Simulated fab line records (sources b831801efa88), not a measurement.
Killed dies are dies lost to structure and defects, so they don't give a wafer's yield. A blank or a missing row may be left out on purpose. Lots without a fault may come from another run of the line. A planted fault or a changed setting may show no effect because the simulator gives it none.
2 desks, one fault | flow sky130 | every desk sees just its own numbers, and what lay behind them comes last

== TOOL OWNER'S DESK, lpcvd-03 ==
The tool's own readings at SKY_SONOS_ONO_CVD_04 (deposits SiO2 from SiH4/N2O, target thk 5.7199 nm): means of the sampled wafers that have a number, for each lot that ran on this tool. A lot is out of limits, marked OUT, if its mean lies more than 4 standard deviations from the usual mean; the brackets give that distance.
Columns: A = spike_tc_lower_C at SKY_SONOS_ONO_CVD_04, usual 901.8 C; B = susceptor_temp_C at SKY_SONOS_ONO_CVD_04, usual 900.1 C
lot  | first seen here | A     | B
L698 | day 11 11:50    | 901.7 | 899.6
L699 | day 11 21:02    | 902.9 | 900.5
L701 | day 13 00:31    | 901.3 | 899.9
L702 | day 13 08:04    | 902.7 | 899.3
L703 | day 13 08:04    | 902.1 | 900.2
L706 | day 14 08:32    | 902.4 | 900.6
L714 | day 16 21:37    | 902.0 | 899.8
L715 | day 17 07:49    | 901.9 | 900.1
L716 | day 17 12:26    | 900.9 | 900.0
L718 | day 18 04:05    | 903.9 | 900.3
L720 | day 18 21:42    | 900.7 | 900.6
L721 | day 19 08:59    | 902.9 | 899.8
This desk's finding: nothing out of limits on any of the 12 lots.

== FROM THE METROLOGY DESK ==
What the gauges read, lot by lot, whatever tool the lot ran on: means of the sampled wafers that have a number. A lot is out of limits, marked OUT, if its mean lies more than 4 standard deviations from the usual mean; the brackets give that distance.
Columns: A = SONOS_ONO_CVD_04_THK at SKY_SONOS_ONO_THK_MEAS_05, usual 5.77 nm; B = cd_nm at SKY_POLY_GATE_CD_MEAS_13, usual 150.6 nm; C = LI_CONTACT_OVL at SKY_LI_CONTACT_OVL_MEAS_13, usual 3 nm
lot  | first seen here | A              | B     | C
L698 | day 11 13:06    | 5.68           | 153.3 | 4
L699 | day 11 22:18    | 5.69           | 149.7 | 7
L701 | day 13 01:46    | 5.47           | 151.6 | 3
L702 | day 13 09:19    | 5.87           | 150.3 | 3
L703 | day 13 09:20    | 5.91           | 149.2 | 9
L706 | day 14 09:49    | 7.40 (+14) OUT | 152.1 | 5
L714 | day 16 22:52    | 5.78           | 150.2 | -5
L715 | day 17 09:04    | 5.70           | 149.3 | 3
L716 | day 17 13:41    | 5.75           | 152.0 | 12
L718 | day 18 05:20    | 5.83           | 150.7 | 4
L720 | day 18 22:57    | 5.76           | 152.5 | 10
L721 | day 19 10:14    | 5.78           | 150.8 | -1
Finding of this desk: L706 out of limits, first seen on L706 at day 14 09:49 (SONOS_ONO_CVD_04_THK at SKY_SONOS_ONO_THK_MEAS_05). In limits: L698, L699, L701, L702, L703, L714, L715, L716, L718, L720, L721.

== ALL TOGETHER ==
On L706, the metrology desk was in a position to raise an alarm at day 14 09:49.
The desk of the tool owner found nothing out of limits.
The tool owner's desk has L706 on record, within its limits.
The lots listed all ran SKY_SONOS_ONO_CVD_04 on lpcvd-03.

== WHAT HAD BEEN PUT IN BY THE SIMULATOR ==
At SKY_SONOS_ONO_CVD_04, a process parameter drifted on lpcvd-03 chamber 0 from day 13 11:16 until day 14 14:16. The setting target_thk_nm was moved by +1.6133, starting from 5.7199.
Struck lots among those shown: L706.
Delay in hours, fault start to first out-of-limits reading, per desk: metrology desk 23.
